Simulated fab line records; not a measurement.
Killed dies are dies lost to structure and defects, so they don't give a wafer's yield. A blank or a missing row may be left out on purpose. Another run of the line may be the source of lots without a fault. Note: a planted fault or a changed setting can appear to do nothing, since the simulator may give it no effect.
Which tool did it? || flow sfqLine || 15 lots (45 wafers sampled), 1 step of a 325-step route

WHAT THE GAUGES SHOWED, per wafer
Not one reading of a measure or inspect step in the record can be checked against a usual standard deviation.

WHICH TOOL RAN EACH LOT (tool, then ch and the chambers of the sampled wafers, then the start)
{"lot": "L246", "SFQ_TRILAYER_I2_CMP_CMP_064": "cmp-02 ch 0,2,3, day 23 23:43"}
{"lot": "L247", "SFQ_TRILAYER_I2_CMP_CMP_064": "cmp-02 ch 0,1, day 24 09:44"}
{"lot": "L248", "SFQ_TRILAYER_I2_CMP_CMP_064": "cmp-01 ch 0,1, day 25 02:04"}
{"lot": "L249", "SFQ_TRILAYER_I2_CMP_CMP_064": "cmp-02 ch 0,2,3, day 25 06:08"}
{"lot": "L250", "SFQ_TRILAYER_I2_CMP_CMP_064": "cmp-01 ch 0,2,3, day 25 10:40"}
{"lot": "L252", "SFQ_TRILAYER_I2_CMP_CMP_064": "cmp-02 ch 0,2,3, day 26 10:04"}
{"lot": "L254", "SFQ_TRILAYER_I2_CMP_CMP_064": "cmp-01 ch 0,2, day 27 08:52"}
{"lot": "L255", "SFQ_TRILAYER_I2_CMP_CMP_064": "cmp-02 ch 0,3, day 27 15:28"}
{"lot": "L257", "SFQ_TRILAYER_I2_CMP_CMP_064": "cmp-02 ch 0,2, day 28 06:02"}
{"lot": "L259", "SFQ_TRILAYER_I2_CMP_CMP_064": "cmp-02 ch 0,1,3, day 29 00:23"}
{"lot": "L263", "SFQ_TRILAYER_I2_CMP_CMP_064": "cmp-01 ch 0,2, day 30 18:09"}
{"lot": "L265", "SFQ_TRILAYER_I2_CMP_CMP_064": "cmp-01 ch 1,3, day 31 15:09"}
{"lot": "L266", "SFQ_TRILAYER_I2_CMP_CMP_064": "cmp-02 ch 1,3, day 32 00:31"}
{"lot": "L267", "SFQ_TRILAYER_I2_CMP_CMP_064": "cmp-02 ch 0,1, day 32 06:31"}
{"lot": "L268", "SFQ_TRILAYER_I2_CMP_CMP_064": "cmp-02 ch 0,2,3, day 32 18:31"}
- SFQ_TRILAYER_I2_CMP_CMP_064: polishes SiO2.

AS READ BY THE TOOLS THEMSELVES (means over the sampled wafers that have a number; for cases with no such wafer, the mark the record gives instead)
SFQ_TRILAYER_I2_CMP_CMP_064.
{"lot": "L246", "tool": "cmp-02", "motorCurrentA (A)": 10.0, "retainingRingPressureFrac": 0.999, "slurryFlowMlMin": 149.9, "timeToEndpointS (s)": 213}
{"lot": "L247", "tool": "cmp-02", "motorCurrentA (A)": 10.1, "retainingRingPressureFrac": 0.997, "slurryFlowMlMin": 150.1, "timeToEndpointS (s)": 213}
{"lot": "L248", "tool": "cmp-01", "motorCurrentA (A)": 9.0, "retainingRingPressureFrac": 1.002, "slurryFlowMlMin": 150.2, "timeToEndpointS (s)": 223}
{"lot": "L249", "tool": "cmp-02", "motorCurrentA (A)": 10.2, "retainingRingPressureFrac": 0.998, "slurryFlowMlMin": 150.3, "timeToEndpointS (s)": 227}
{"lot": "L250", "tool": "cmp-01", "motorCurrentA (A)": 11.0, "retainingRingPressureFrac": 1.002, "slurryFlowMlMin": 149.8, "timeToEndpointS (s)": 217}
{"lot": "L252", "tool": "cmp-02", "motorCurrentA (A)": 10.2, "retainingRingPressureFrac": 0.999, "slurryFlowMlMin": 150.0, "timeToEndpointS (s)": 209}
{"lot": "L254", "tool": "cmp-01", "motorCurrentA (A)": 11.6, "retainingRingPressureFrac": 1.000, "slurryFlowMlMin": 150.2, "timeToEndpointS (s)": 212}
{"lot": "L255", "tool": "cmp-02", "motorCurrentA (A)": 9.8, "retainingRingPressureFrac": 0.998, "slurryFlowMlMin": 149.7, "timeToEndpointS (s)": 184}
{"lot": "L257", "tool": "cmp-02", "motorCurrentA (A)": 10.8, "retainingRingPressureFrac": 1.003, "slurryFlowMlMin": 150.2, "timeToEndpointS (s)": 186}
{"lot": "L259", "tool": "cmp-02", "motorCurrentA (A)": 9.7, "retainingRingPressureFrac": 0.999, "slurryFlowMlMin": 149.5, "timeToEndpointS (s)": 148}
{"lot": "L263", "tool": "cmp-01", "motorCurrentA (A)": 11.7, "retainingRingPressureFrac": 0.996, "slurryFlowMlMin": 150.1, "timeToEndpointS (s)": 210}
{"lot": "L265", "tool": "cmp-01", "motorCurrentA (A)": 9.4, "retainingRingPressureFrac": 1.000, "slurryFlowMlMin": 150.0, "timeToEndpointS (s)": 212}
{"lot": "L266", "tool": "cmp-02", "motorCurrentA (A)": 9.0, "retainingRingPressureFrac": 0.997, "slurryFlowMlMin": 149.7, "timeToEndpointS (s)": 213}
{"lot": "L267", "tool": "cmp-02", "motorCurrentA (A)": 10.0, "retainingRingPressureFrac": 1.001, "slurryFlowMlMin": 149.7, "timeToEndpointS (s)": 213}
{"lot": "L268", "tool": "cmp-02", "motorCurrentA (A)": 10.1, "retainingRingPressureFrac": 1.003, "slurryFlowMlMin": 149.9, "timeToEndpointS (s)": 206}

THE ANSWER, worked out from the rows above alone
Rule: what is usual is taken from the lots themselves. The widest of any qualifying gaps counts: lots, ordered by their means at a reading, are off when they make up no more than a third of the lots, leave a main group of 4 or more, and stand apart from it by 3 or more times the standard deviation of that group's means. Not used: any main group whose means are identical at the precision the tables above print for the reading. A lot without any number at a reading at which 4 lots or more have one is off too. The other lots that the step has rows for count as sound. Order of review: gauges by route order, followed by the tools' own readings, for which a lot's mean as printed above is used. At the first step where some lot is off, the reading lying furthest off is the one used; lots without a number count as furthest.
Off at SFQ_TRILAYER_I2_CMP_CMP_064 (timeToEndpointS): L255, L257, L259. The main group: mean 214 s, standard deviation 5.6.
If a tool, at that step or one of the process steps before it, ran each lot that is off and ran no sound lot following the first of them, it fits. Not one of the candidates tried fits.

WHAT WAS PUT IN BY THE SIMULATOR
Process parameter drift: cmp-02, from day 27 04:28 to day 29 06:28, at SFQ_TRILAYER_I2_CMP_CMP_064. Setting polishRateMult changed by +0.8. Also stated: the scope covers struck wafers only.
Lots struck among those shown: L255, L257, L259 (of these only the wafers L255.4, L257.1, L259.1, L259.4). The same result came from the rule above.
